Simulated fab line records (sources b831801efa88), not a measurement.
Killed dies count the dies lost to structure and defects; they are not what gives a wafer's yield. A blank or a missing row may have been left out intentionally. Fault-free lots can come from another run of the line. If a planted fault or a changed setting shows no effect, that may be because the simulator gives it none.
Which tool is to blame? -- flow sky130 -- 36 wafers from 12 lots sampled at 2 of the route's 708 steps

WHAT EACH GAUGE READ, for each wafer
SKY_CAPM_THK_MEAS_04: measures by xrf. Usual: CAPM_TIN_THK typically reads 203.6 nm, with standard deviation 2.1.
lot,measured,on,CAPM_TIN_THK (nm),flag
L566,day 37 01:59,film metro-02,203.6 203.9 202.4,
L569,day 37 13:25,film metro-04,197.8 200.4 199.1,
L570,day 38 01:56,film metro-03,205.8 206.0 207.3,
L571,day 38 04:59,film metro-04,201.2 203.1 201.0,
L572,day 38 12:58,film metro-02,199.7 202.7 200.6,
L574,day 39 03:08,film metro-03,203.8 203.9 207.5,
L578,day 40 11:51,film metro-02,201.1 201.7 204.0,
L579,day 40 21:19,film metro-04,199.9 203.7 201.8,
L581,day 41 05:35,film metro-03,202.2 204.2 202.7,
L582,day 41 11:56,film metro-03,204.3 204.7 206.0,
L586,day 42 13:11,film metro-04,206.9 206.6 205.2,
L587,day 42 17:50,film metro-03,203.7 206.3 204.1,

WHAT TOOL EACH LOT RAN ON (gives the tool, then ch and the chambers of the sampled wafers, and finally the start)
lot,SKY_METAL3_SPUTTER_02
L566,"pvd sputter-03, day 37 01:34"
L569,"pvd sputter-03, day 37 13:00"
L570,"pvd sputter-03, day 38 01:31"
L571,"pvd sputter-01, day 38 04:34"
L572,"pvd sputter-01, day 38 12:34"
L574,"pvd sputter-02, day 39 02:43"
L578,"pvd sputter-02, day 40 11:26"
L579,"pvd sputter-02, day 40 20:53"
L581,"pvd sputter-03, day 41 05:10"
L582,"pvd sputter-02, day 41 11:31"
L586,"pvd sputter-01, day 42 12:44"
L587,"pvd sputter-02, day 42 17:26"
- SKY_METAL3_SPUTTER_02: material AlCu, target thk 735 nm, time 39.1 s.

WHAT THE TOOLS THEMSELVES READ (means of the sampled wafers that have a number; where no wafer has one, the mark that the record gives instead)
SKY_METAL3_SPUTTER_02. Usual: chamber pressure pa 0.4001 Pa, standard deviation 0.00079; throttle valve pct 29.7 %, standard deviation 0.9.
lot,tool,chamber pressure pa (Pa),throttle valve pct (%),flag
L566,pvd sputter-03,0.3990,29.4,
L569,pvd sputter-03,0.4001,29.3,
L570,pvd sputter-03,0.4000,29.2,
L571,pvd sputter-01,0.3999,30.2,
L572,pvd sputter-01,0.3994,29.7,
L574,pvd sputter-02,0.3996,29.0,
L578,pvd sputter-02,0.4000,30.1,
L579,pvd sputter-02,0.3992,30.0,
L581,pvd sputter-03,0.4002,29.3,
L582,pvd sputter-02,0.4003,29.2,
L586,pvd sputter-01,0.3999,30.4,
L587,pvd sputter-02,0.4005,31.1,

THE ANSWER, worked out from the rows above alone
Rule: a lot counts as off when the mean over its wafers that have a number is more than 3 standard deviations away from the usual mean. A lot without any number at a reading at which 4 lots or more have one is off too. Any other lot the step has rows for is counted as sound. Order of review: gauges by route order, followed by the tools' own readings, for which a lot's mean as printed above is used. The first step at which some lot is off is used, and at that step the reading that is off furthest; a lot without a number counts as furthest.
No lot is off at any reading shown: from this, nothing can be told.

WHAT THE SIMULATOR PUT IN
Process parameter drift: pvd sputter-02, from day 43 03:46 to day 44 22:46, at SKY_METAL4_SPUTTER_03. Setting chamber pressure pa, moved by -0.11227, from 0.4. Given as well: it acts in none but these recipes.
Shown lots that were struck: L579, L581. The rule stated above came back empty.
